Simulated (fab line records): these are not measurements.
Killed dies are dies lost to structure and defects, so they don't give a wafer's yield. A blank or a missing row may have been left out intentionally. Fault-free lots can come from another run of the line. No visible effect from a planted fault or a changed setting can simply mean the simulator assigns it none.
Comparing a struck lot with a sound one + flow gf180mcu + 15 steps out of a route of 602
Sound: these wafers, L635.3, L635.5, L635.6. Wafers L649.4, L649.5, L649.6 were the ones struck. The cause is named last.
Order at every step that has rows: each side's tool, ch and its chambers, its first start. Under that, the readings that differ: sound wafers + struck wafers + difference of the means + sigmas: that difference in standard deviations of wafers without a fault.
alike: same words and numbers on both sides, and readings whose means sit less than 2 such deviations apart. not compared: any withheld reading, any reading some wafer has no value for, any bound like >300 that may hide the same value, and any number with overlapping values for which the record gives no deviation.
A row with sigmas, a row that says differs or no value, or rows on one side alone: a step with any of these is where the two part. Numbers that don't overlap but have no deviation are shown without sigmas and don't part them. A reading missing from all wafers of one side parts the sides only when that side holds two or more wafers.

first, 6 steps without rows for these wafers: GF_PSD_HMDS_01 (prime time 60 s); GF_PSD_COAT_02 (resist thk 1000 nm); GF_PSD_SOFTBAKE_03 (time 60 s); GF_PSD_EXPOSE_04 (exposes mask Pplus, target cd 400 nm); GF_PSD_PEB_05; GF_PSD_DEVELOP_06 (develop time 60 s).
GF_PSD_CD_MEAS_07: target cd 400 nm.
  sound: cd_sem-02 at day 15 03:36; struck: cd_sem-01 at day 20 20:07
  alike: cd_nm
GF_PSD_OVL_MEAS_08:
  sound: overlay-02 at day 15 03:41; struck: overlay-02 at day 20 20:11
| reading      | sound       | struck         | difference | sigmas |
|--------------|-------------|----------------|------------|--------|
| PSD_OVL (nm) | 1.6 1.3 2.1 | -4.7 -2.6 -2.9 | -5.1       | -3     |
following that, these wafers have no rows for 1 step: GF_PSD_IMPLANT_09.
GF_PSD_STRIP_10: strips in O2/N2.
  sound on plasma_asher-03 ch 0,1, day 15 03:54; struck on plasma_asher-03 ch 0,1, day 20 20:23
  alike: drypump_motor_current_A, heater_power_w, oes_product_au, strip_time_to_endpoint_s
  not compared: rf_hours_counter_h
GF_PSD_TW_MEAS_11:
  sound: film_metro-03 at day 15 03:59; struck: film_metro-04 at day 20 20:29
| reading | sound          | struck         | difference | sigmas |
|---------|----------------|----------------|------------|--------|
| PSD_TW  | 3200 3185 3207 | 3144 3131 3116 | -67        | -2     |
then, 1 step without rows for these wafers: GF_PSD_CLEAN_12 (cleans in SC1/SC2, time 150 s).
GF_PSD_RTA_13: time 20 s.
  sound on rtp_anneal-02 ch 0, day 15 04:06; struck on rtp_anneal-02 ch 0, day 20 20:37
| reading            | sound                | struck            | difference | sigmas |
|--------------------|----------------------|-------------------|------------|--------|
| lamp_power_pct (%) | 34.6 34.6 34.6       | 31.4 31.4 31.4    | -3.2       | -10    |
| wafer_temp_C_max   | 1027.8 1027.9 1028.3 | 990.6 990.9 990.6 | -37.3      | -47    |
GF_PSD_RS_MEAS_14: a four-point-probe measurement.
  sound: film_metro-04 at day 15 04:12; struck: film_metro-03 at day 20 21:00
| reading         | sound             | struck            | difference | sigmas |
|-----------------|-------------------|-------------------|------------|--------|
| NSD_RS (ohm/sq) | 46.18 46.27 46.17 | 50.72 50.61 50.71 | +4.47      | +54    |
  not compared: hold
GF_PASSIVATION_PROBE_99:
  sound wafers here have rows in the record (prober-01, day 29 19:31); struck ones have none

WHERE THEY PART
Last at GF_PASSIVATION_PROBE_99 as far as this record goes, first at GF_PSD_OVL_MEAS_08.

WHY: whatever the simulator had introduced
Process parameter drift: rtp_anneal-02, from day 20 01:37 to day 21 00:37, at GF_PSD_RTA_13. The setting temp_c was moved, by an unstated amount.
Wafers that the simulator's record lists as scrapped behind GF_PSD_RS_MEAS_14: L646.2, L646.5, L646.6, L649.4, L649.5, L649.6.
